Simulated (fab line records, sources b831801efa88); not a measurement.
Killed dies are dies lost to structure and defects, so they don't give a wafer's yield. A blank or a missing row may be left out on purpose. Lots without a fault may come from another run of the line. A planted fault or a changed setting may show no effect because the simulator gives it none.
Chamber matching | flow sky130 | SKY_CAPM_CVD_00 on pecvd-01: 3 sister chambers
The step deposits SiO2, target thk 15.5 nm. 3 wafers are shown with their chamber, then 8 later ones without.

WAFERS WITH THEIR CHAMBER
wafer  | chamber | heater_power_w (W)
L083.5 | 0       | 946
L085.5 | 2       | 854
L087.3 | 1       | 706

WAFERS WITHOUT THEIR CHAMBER
wafer  | heater_power_w (W)
L087.4 | 699
L087.6 | 708
L091.3 | 828
L091.4 | 762
L091.5 | 757
L094.3 | 725
L094.4 | 940
L094.5 | 771

WHICH CHAMBER EACH WENT THROUGH
wafer  | from the rows above     | in truth
L087.4 | 1                       | 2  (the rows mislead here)
L087.6 | 1                       | 1
L091.3 | 2                       | 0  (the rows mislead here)
L091.4 | can't be placed: 1 or 2 | 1
L091.5 | can't be placed: 1 or 2 | 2
L094.3 | 1                       | 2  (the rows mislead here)
L094.4 | 0                       | 0
L094.5 | can't be placed: 1 or 2 | 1
Placed correctly: 2 of 8. Can't be placed from these rows: 3 (the true chamber is among the candidates in 3). Placed wrongly: 3.
How it was worked out, from the rows above alone: a wafer's distance from a chamber is the root of the sum, over the readings, of the square of ((its reading less the chamber's mean) divided by the reading's scatter). The wafer belongs to the nearest chamber; if the next one is less than 2 further off, it can't be placed. A chamber's mean is the mean of its shown wafers. The scatter: with one shown wafer a chamber, the root of the mean of the squares of how far each hidden wafer lies from its nearest shown one.
